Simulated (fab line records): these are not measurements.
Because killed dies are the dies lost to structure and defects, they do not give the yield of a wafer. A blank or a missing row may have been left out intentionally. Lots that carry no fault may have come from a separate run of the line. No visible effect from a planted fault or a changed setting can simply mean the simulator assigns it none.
Which tool did it? || flow gf180mcu || 13 lots (38 wafers sampled), 1 step of a 602-step route

WHAT THE GAUGES READ, wafer by wafer
GF_VT_IMPLANT_OVL_MEAS_18. Usual: for VT_IMPLANT_01_OVL the level is 0.3 nm and the standard deviation is 1.2.
{"lot": "L118", "measured": "day 6 03:53", "on": "overlay-02", "VT_IMPLANT_01_OVL (nm)": "-0.5 1.3 0.2", "flag": ""}
{"lot": "L119", "measured": "day 6 11:11", "on": "overlay-02", "VT_IMPLANT_01_OVL (nm)": "-1.1 -0.4 -0.2", "flag": ""}
{"lot": "L120", "measured": "day 6 14:10", "on": "overlay-01", "VT_IMPLANT_01_OVL (nm)": "-0.6 -1.5 -0.4", "flag": ""}
{"lot": "L121", "measured": "day 7 00:46", "on": "overlay-01", "VT_IMPLANT_01_OVL (nm)": "0.0 2.0 1.5", "flag": ""}
{"lot": "L123", "measured": "day 7 18:55", "on": "overlay-02", "VT_IMPLANT_01_OVL (nm)": "1.4 2.6 1.0", "flag": ""}
{"lot": "L124", "measured": "day 8 10:49", "on": "overlay-02", "VT_IMPLANT_01_OVL (nm)": "2.2 1.3 1.6", "flag": ""}
{"lot": "L129", "measured": "day 9 07:10", "on": "overlay-02", "VT_IMPLANT_01_OVL (nm)": "-0.1 -0.2 0.8", "flag": ""}
{"lot": "L135", "measured": "day 10 17:40", "on": "overlay-02", "VT_IMPLANT_01_OVL (nm)": "-1.2 -0.7 -1.7", "flag": ""}
{"lot": "L136", "measured": "day 11 01:46", "on": "overlay-01", "VT_IMPLANT_01_OVL (nm)": "1.0 0.3", "flag": ""}
{"lot": "L137", "measured": "day 11 08:34", "on": "overlay-01", "VT_IMPLANT_01_OVL (nm)": "0.4 0.4 0.9", "flag": ""}
{"lot": "L138", "measured": "day 11 12:55", "on": "overlay-01", "VT_IMPLANT_01_OVL (nm)": "-1.0 2.6 0.6", "flag": ""}
{"lot": "L140", "measured": "day 12 01:51", "on": "overlay-02", "VT_IMPLANT_01_OVL (nm)": "0.2 1.8 2.6", "flag": ""}
{"lot": "L141", "measured": "day 12 11:39", "on": "overlay-02", "VT_IMPLANT_01_OVL (nm)": "-0.8 -0.3 -0.5", "flag": ""}

WHICH TOOL RAN EACH LOT (tool, then ch and the chambers of the sampled wafers, then the start)
No process step before these readings appears in the record.

WHAT THE TOOLS THEMSELVES READ (means of the sampled wafers that have a number; where no wafer has one, the mark that the record gives instead)
The record holds no such reading with a usual standard deviation.

THE ANSWER, worked out from the rows above alone
Rule: a lot is off if the mean of its wafers that have a number lies more than 3 standard deviations from the usual mean. A lot without any number at a reading at which 4 lots or more have one is off too. Any other lot the step has rows for is counted as sound. Order of review: gauges by route order, followed by the tools' own readings, for which a lot's mean as printed above is used. The first step at which some lot is off is used, and at that step the reading that is off furthest; a lot without a number counts as furthest.
Across all readings shown, no lot is off: no conclusion can be drawn from this.

WHAT THE SIMULATOR HAD PUT IN
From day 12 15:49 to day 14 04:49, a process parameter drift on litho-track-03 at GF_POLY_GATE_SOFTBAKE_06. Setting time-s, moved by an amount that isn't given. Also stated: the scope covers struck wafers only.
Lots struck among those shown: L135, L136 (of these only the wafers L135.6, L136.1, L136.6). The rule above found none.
